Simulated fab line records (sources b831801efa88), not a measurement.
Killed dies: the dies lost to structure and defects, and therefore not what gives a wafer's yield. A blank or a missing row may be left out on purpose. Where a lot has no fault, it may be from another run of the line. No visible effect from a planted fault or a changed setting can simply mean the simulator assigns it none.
Which of the tools did it? | flow sky130 | Sampling: 10 lots, 30 wafers, 4 of 708 route steps

## WHAT EACH GAUGE READ, for each wafer
SKY_CONTACT_RS_MEAS_25: measurement is done with a four-point probe.
lot  | measured     | on            | CONTACT_W_RS (ohm/sq)
L244 | day 31 23:37 | film-metro-04 | 0.338 0.338 0.335
L246 | day 32 15:43 | film-metro-04 | 0.344 0.339 0.341
L252 | day 35 04:50 | film-metro-01 | 0.336 0.337 0.335
L255 | day 35 23:31 | film-metro-03 | 0.334 0.444 0.339 0.336 0.444 0.339
L256 | day 36 08:17 | film-metro-04 | 0.342 0.339 0.336
L258 | day 36 20:55 | film-metro-03 | 0.338 0.334 0.336
L261 | day 37 19:11 | film-metro-04 | 0.337 0.337 0.334
L262 | day 38 01:05 | film-metro-01 | 0.336 0.333 0.340
L266 | day 39 02:14 | film-metro-03 | 0.339 0.343 0.344
L267 | day 39 07:25 | film-metro-01 | 0.333 0.334 0.336

## EACH LOT AND THE TOOL THAT RAN IT (in order: tool; ch and the chambers of the sampled wafers; start)
lot  | SKY_LOCAL_INTERCONNECT_ETCH_13    | SKY_CONTACT_CMP_04            | SKY_CONTACT_CVD_24
L244 | rie-metal-02 ch 0,1, day 30 16:28 | cmp-01 ch 1,2,3, day 30 17:29 | cvd-w-02 ch 0,1, day 31 23:29
L246 | rie-metal-02 ch 0,1, day 31 09:43 | cmp-01 ch 0,2,3, day 31 10:49 | cvd-w-02 ch 0,1, day 32 15:36
L252 | rie-metal-01 ch 0, day 34 00:02   | cmp-02 ch 0,2,3, day 34 01:09 | cvd-w-02 ch 0,1, day 35 04:43
L255 | rie-metal-04 ch 1, day 34 19:25   | cmp-02 ch 1,2, day 34 20:27   | cvd-w-02 ch 0,1, day 35 23:25
L256 | rie-metal-01 ch 0, day 35 04:02   | cmp-01 ch 0,3, day 35 05:01   | cvd-w-01 ch 0,1, day 36 08:11
L258 | rie-metal-02 ch 0,1, day 35 16:50 | cmp-01 ch 1,2,3, day 35 17:46 | cvd-w-01 ch 0,1, day 36 20:49
L261 | rie-metal-01 ch 0,1, day 36 14:14 | cmp-01 ch 1,2, day 36 15:10   | cvd-w-01 ch 0,1, day 37 19:03
L262 | rie-metal-04 ch 0,1, day 36 20:55 | cmp-02 ch 0,3, day 36 21:50   | cvd-w-01 ch 0,1, day 38 00:58
L266 | rie-metal-01 ch 0, day 37 22:49   | cmp-01 ch 0,1,3, day 37 23:50 | cvd-w-02 ch 0,1, day 39 02:06
L267 | rie-metal-02 ch 0,1, day 38 03:13 | cmp-01 ch 1,2, day 38 04:16   | cvd-w-02 ch 0,1, day 39 07:19
- SKY_LOCAL_INTERCONNECT_ETCH_13: etches BARC in N2/H2, stops on SiO2, time 45.9 s, target depth 60 nm.
- SKY_CONTACT_CMP_04: polishes SiO2.
- SKY_CONTACT_CVD_24: deposits W, target thk 340 nm, time 102.12 s.

## THE ANSWER, worked out from the rows above alone
Rule: usual is defined by the lots themselves. The widest of any qualifying gaps counts: lots, ordered by their means at a reading, are off when they make up no more than a third of the lots, leave a main group of 4 or more, and stand apart from it by 3 or more times the standard deviation of that group's means. A main group is skipped when, at the precision printed for the reading in the tables above, its means are all equal. A lot without any number at a reading at which 4 lots or more have one is off too. Where the step has rows for the other lots, those lots are counted as sound.
Off: L255, at SKY_CONTACT_RS_MEAS_25 (CONTACT_W_RS). The main group has a mean of 0.338 ohm/sq with a standard deviation of 0.0025.
A tool fits if, at a process step before that reading, it ran every lot that is off, and no sound lot after the first of them. Those tools and the gauges at SKY_CONTACT_RS_MEAS_25 are tried in the same way. Not one of the candidates tried fits.

## WHAT WAS PUT IN BY THE SIMULATOR
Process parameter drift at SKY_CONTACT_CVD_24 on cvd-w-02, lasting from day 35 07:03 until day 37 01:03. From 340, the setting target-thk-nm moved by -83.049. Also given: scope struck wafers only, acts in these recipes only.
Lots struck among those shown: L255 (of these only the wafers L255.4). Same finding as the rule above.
